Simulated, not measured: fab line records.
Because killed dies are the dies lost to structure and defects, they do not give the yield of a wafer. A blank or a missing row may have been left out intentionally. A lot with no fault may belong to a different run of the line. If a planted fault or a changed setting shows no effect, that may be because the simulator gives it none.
What tool caused it? / flow sky130 / 39 wafers from 13 lots sampled at 5 of the route's 708 steps

== WHAT THE GAUGES SHOWED, per wafer ==
SKY_NWELL_OVL_MEAS_23.
lot=L942; measured=day 5 20:56; on=overlay-01; NWELL_01_OVL (nm)=2.6 3.5 1.4
lot=L943; measured=day 6 00:13; on=overlay-02; NWELL_01_OVL (nm)=-1.6 -0.6 -1.9
lot=L946; measured=day 6 16:26; on=overlay-02; NWELL_01_OVL (nm)=-2.7 -1.6 -3.3
lot=L947; measured=day 6 19:50; on=overlay-02; NWELL_01_OVL (nm)=-1.9 -0.6 -1.6
lot=L948; measured=day 7 00:31; on=overlay-02; NWELL_01_OVL (nm)=-1.2 -1.3 -1.3
lot=L952; measured=day 8 03:32; on=overlay-02; NWELL_01_OVL (nm)=-1.1 -0.3 -1.2
lot=L954; measured=day 8 19:36; on=overlay-01; NWELL_01_OVL (nm)=-0.8 0.5 1.0
lot=L957; measured=day 9 12:05; on=overlay-02; NWELL_01_OVL (nm)=0.4 0.7 1.6
lot=L960; measured=day 10 02:55; on=overlay-01; NWELL_01_OVL (nm)=-0.9 -1.0 -1.6
lot=L961; measured=day 10 10:47; on=overlay-01; NWELL_01_OVL (nm)=0.4 0.9 0.4
lot=L962; measured=day 10 13:28; on=overlay-01; NWELL_01_OVL (nm)=0.8 0.5 0.1
lot=L964; measured=day 11 00:44; on=overlay-02; NWELL_01_OVL (nm)=-1.1 -2.0 0.5
lot=L965; measured=day 11 09:37; on=overlay-02; NWELL_01_OVL (nm)=-0.2 0.8 -0.7

SKY_VT_ADJUST_HVTP_OVL_MEAS_08.
lot=L942; measured=day 6 17:30; on=overlay-01; VT_ADJUST_HVTP_OVL (nm)=-0.5 -2.9 -0.5
lot=L943; measured=day 6 20:14; on=overlay-02; VT_ADJUST_HVTP_OVL (nm)=-0.2 -0.3 -1.8
lot=L946; measured=day 7 13:14; on=overlay-01; VT_ADJUST_HVTP_OVL (nm)=-0.9 -0.1 -0.1
lot=L947; measured=day 7 16:58; on=overlay-02; VT_ADJUST_HVTP_OVL (nm)=0.8 2.1 0.9
lot=L948; measured=day 7 21:25; on=overlay-01; VT_ADJUST_HVTP_OVL (nm)=-0.7 0.2 -0.2
lot=L952; measured=day 9 01:52; on=overlay-01; VT_ADJUST_HVTP_OVL (nm)=0.8 2.6 -0.2
lot=L954; measured=day 9 19:21; on=overlay-02; VT_ADJUST_HVTP_OVL (nm)=-0.5 -0.9 -0.9
lot=L957; measured=day 10 11:41; on=overlay-02; VT_ADJUST_HVTP_OVL (nm)=-2.7 -1.0 -3.0
lot=L960; measured=day 11 02:50; on=overlay-02; VT_ADJUST_HVTP_OVL (nm)=-3.3 -5.4 -4.4
lot=L961; measured=day 11 11:44; on=overlay-02; VT_ADJUST_HVTP_OVL (nm)=0.2 0.5 0.5
lot=L962; measured=day 11 14:18; on=overlay-02; VT_ADJUST_HVTP_OVL (nm)=0.2 -0.5 1.5
lot=L964; measured=day 12 01:07; on=overlay-02; VT_ADJUST_HVTP_OVL (nm)=-0.2 -0.4 -0.1
lot=L965; measured=day 12 09:34; on=overlay-01; VT_ADJUST_HVTP_OVL (nm)=-1.3 -2.8 -0.7

SKY_VT_ADJUST_LVTN_OVL_MEAS_07.
lot=L942; measured=day 7 13:49; on=overlay-01; VT_ADJUST_LVTN_OVL (nm)=0.9 1.0 0.4
lot=L943; measured=day 7 16:33; on=overlay-01; VT_ADJUST_LVTN_OVL (nm)=-0.4 0.0 -0.9
lot=L946; measured=day 8 09:28; on=overlay-01; VT_ADJUST_LVTN_OVL (nm)=0.9 0.0 0.3
lot=L947; measured=day 8 14:05; on=overlay-01; VT_ADJUST_LVTN_OVL (nm)=1.1 0.6 1.6
lot=L948; measured=day 8 18:18; on=overlay-01; VT_ADJUST_LVTN_OVL (nm)=-0.7 -0.2 -0.9
lot=L952; measured=day 10 00:34; on=overlay-01; VT_ADJUST_LVTN_OVL (nm)=-0.5 0.0 0.4
lot=L954; measured=day 10 18:18; on=overlay-02; VT_ADJUST_LVTN_OVL (nm)=1.6 -0.4 2.3
lot=L957; measured=day 11 12:16; on=overlay-01; VT_ADJUST_LVTN_OVL (nm)=1.2 1.5 3.4
lot=L960; measured=day 12 03:32; on=overlay-02; VT_ADJUST_LVTN_OVL (nm)=-0.3 0.3 -0.6
lot=L961; measured=day 12 11:46; on=overlay-01; VT_ADJUST_LVTN_OVL (nm)=1.2 1.8 0.2
lot=L962; measured=day 12 14:08; on=overlay-01; VT_ADJUST_LVTN_OVL (nm)=1.4 1.3 2.2
lot=L964; measured=day 13 01:17; on=overlay-02; VT_ADJUST_LVTN_OVL (nm)=0.3 1.1 -0.1
lot=L965; measured=day 13 11:19; on=overlay-01; VT_ADJUST_LVTN_OVL (nm)=-1.2 -0.3 -0.1

SKY_VT_ADJUST_NCORE_TW_MEAS_11.
lot=L942; measured=day 9 10:08; on=film_metro-03; VT_ADJUST_NCORE_TW=215 216 215
lot=L943; measured=day 9 12:21; on=film_metro-02; VT_ADJUST_NCORE_TW=220 219 222
lot=L946; measured=day 10 07:53; on=film_metro-02; VT_ADJUST_NCORE_TW=220 222 221
lot=L947; measured=day 10 11:59; on=film_metro-04; VT_ADJUST_NCORE_TW=222 222 223
lot=L948; measured=day 10 15:55; on=film_metro-02; VT_ADJUST_NCORE_TW=221 220 222
lot=L952; measured=day 12 00:53; on=film_metro-03; VT_ADJUST_NCORE_TW=218 218 219
lot=L954; measured=day 12 19:31; on=film_metro-04; VT_ADJUST_NCORE_TW=231 230 231
lot=L957; measured=day 13 13:12; on=film_metro-03; VT_ADJUST_NCORE_TW=223 223 224
lot=L960; measured=day 14 07:08; on=film_metro-03; VT_ADJUST_NCORE_TW=215 216 215
lot=L961; measured=day 14 15:29; on=film_metro-02; VT_ADJUST_NCORE_TW=223 222 222
lot=L962; measured=day 14 18:39; on=film_metro-04; VT_ADJUST_NCORE_TW=220 220 219
lot=L964; measured=day 15 07:08; on=film_metro-04; VT_ADJUST_NCORE_TW=222 221 221
lot=L965; measured=day 15 17:47; on=film_metro-03; VT_ADJUST_NCORE_TW=215 215 216

== WHICH TOOL RAN EACH LOT (tool, then ch and the chambers of the sampled wafers, then the start) ==
lot=L942; SKY_VT_ADJUST_NCORE_IMPLANT_09=implanter-04 ch 0, day 9 09:55
lot=L943; SKY_VT_ADJUST_NCORE_IMPLANT_09=implanter-04 ch 0, day 9 12:08
lot=L946; SKY_VT_ADJUST_NCORE_IMPLANT_09=implanter-04 ch 0, day 10 07:38
lot=L947; SKY_VT_ADJUST_NCORE_IMPLANT_09=implanter-02 ch 0, day 10 11:44
lot=L948; SKY_VT_ADJUST_NCORE_IMPLANT_09=implanter-04 ch 0, day 10 15:41
lot=L952; SKY_VT_ADJUST_NCORE_IMPLANT_09=implanter-02 ch 0, day 12 00:39
lot=L954; SKY_VT_ADJUST_NCORE_IMPLANT_09=implanter-02 ch 0, day 12 19:19
lot=L957; SKY_VT_ADJUST_NCORE_IMPLANT_09=implanter-02 ch 0, day 13 12:53
lot=L960; SKY_VT_ADJUST_NCORE_IMPLANT_09=implanter-03 ch 0, day 14 06:53
lot=L961; SKY_VT_ADJUST_NCORE_IMPLANT_09=implanter-04 ch 0, day 14 15:14
lot=L962; SKY_VT_ADJUST_NCORE_IMPLANT_09=implanter-03 ch 0, day 14 18:25
lot=L964; SKY_VT_ADJUST_NCORE_IMPLANT_09=implanter-03 ch 0, day 15 06:53
lot=L965; SKY_VT_ADJUST_NCORE_IMPLANT_09=implanter-03 ch 0, day 15 17:32
- SKY_VT_ADJUST_NCORE_IMPLANT_09

== WHAT THE TOOLS THEMSELVES READ (means of the sampled wafers that have a number; where no wafer has one, the mark that the record gives instead) ==
SKY_VT_ADJUST_NCORE_IMPLANT_09.
lot=L942; tool=implanter-04; beam_on_s (s)=9.99; end_station_pressure_torr (Torr)=4.79e-06; faraday_current_uA=13.54
lot=L943; tool=implanter-04; beam_on_s (s)=9.84; end_station_pressure_torr (Torr)=4.84e-06; faraday_current_uA=13.72
lot=L946; tool=implanter-04; beam_on_s (s)=9.80; end_station_pressure_torr (Torr)=4.75e-06; faraday_current_uA=13.83
lot=L947; tool=implanter-02; beam_on_s (s)=10.02; end_station_pressure_torr (Torr)=4.96e-06; faraday_current_uA=13.54
lot=L948; tool=implanter-04; beam_on_s (s)=10.09; end_station_pressure_torr (Torr)=5.17e-06; faraday_current_uA=13.46
lot=L952; tool=implanter-02; beam_on_s (s)=10.17; end_station_pressure_torr (Torr)=5.07e-06; faraday_current_uA=13.33
lot=L954; tool=implanter-02; beam_on_s (s)=11.44; end_station_pressure_torr (Torr)=7.40e-05; faraday_current_uA=11.59
lot=L957; tool=implanter-02; beam_on_s (s)=11.35; end_station_pressure_torr (Torr)=7.94e-05; faraday_current_uA=11.70
lot=L960; tool=implanter-03; beam_on_s (s)=10.03; end_station_pressure_torr (Torr)=5.04e-06; faraday_current_uA=13.53
lot=L961; tool=implanter-04; beam_on_s (s)=10.10; end_station_pressure_torr (Torr)=4.89e-06; faraday_current_uA=13.45
lot=L962; tool=implanter-03; beam_on_s (s)=9.85; end_station_pressure_torr (Torr)=5.31e-06; faraday_current_uA=13.77
lot=L964; tool=implanter-03; beam_on_s (s)=10.16; end_station_pressure_torr (Torr)=5.00e-06; faraday_current_uA=13.36
lot=L965; tool=implanter-03; beam_on_s (s)=9.85; end_station_pressure_torr (Torr)=5.15e-06; faraday_current_uA=13.74

== THE ANSWER, worked out from the rows above alone ==
Rule: the usual values come from the lots themselves. Put in order of their means at a reading, lots are off if they are a third of the lots or fewer, leave a main group of 4 or more, and stand apart from it by a gap of 3 or more times the standard deviation of the main group's means; of several such gaps the widest counts. A main group is skipped when, at the precision printed for the reading in the tables above, its means are all equal. Also off: a lot with no number at a reading for which 4 or more lots have one. Where the step has rows for the other lots, those lots are counted as sound. After the gauges, taken in route order, come the tools' own readings; for these a lot's mean is taken, as printed above. At the first step where some lot is off, the reading lying furthest off is the one used; lots without a number count as furthest.
Off: L954, L957, at SKY_VT_ADJUST_NCORE_IMPLANT_09 (end_station_pressure_torr). Mean 5.00e-06 Torr and standard deviation 1.7e-07 in the main group.
A tool fits if, at that step or a process step before it, it ran every lot that is off, and no sound lot after the first of them. One fits: implanter-02 at SKY_VT_ADJUST_NCORE_IMPLANT_09. A fault onset in the window from L952 (day 12 00:39, its last sound lot) to L954 (day 12 19:19, its first lot off) fits.
The tool's own readings at SKY_VT_ADJUST_NCORE_IMPLANT_09 bear it out: on the lots that are off they differ by more than 5 times the standard deviation of the sound lots' means. beam_on_s reads 11.39 s there against 9.99 s on the sound lots; end_station_pressure_torr reads 7.67e-05 Torr there against 5.00e-06 Torr on the sound lots; faraday_current_uA reads 11.64 there against 13.57 on the sound lots.

== WHAT THE SIMULATOR HAD PUT IN ==
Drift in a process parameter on implanter-02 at SKY_VT_ADJUST_NCORE_IMPLANT_09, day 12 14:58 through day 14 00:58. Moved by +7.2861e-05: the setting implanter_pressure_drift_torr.
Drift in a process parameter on implanter-02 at SKY_VT_ADJUST_NCORE_IMPLANT_09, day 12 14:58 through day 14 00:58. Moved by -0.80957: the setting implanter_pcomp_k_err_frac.
Lots struck among those shown: L954, L957. The rule above reached the same finding.
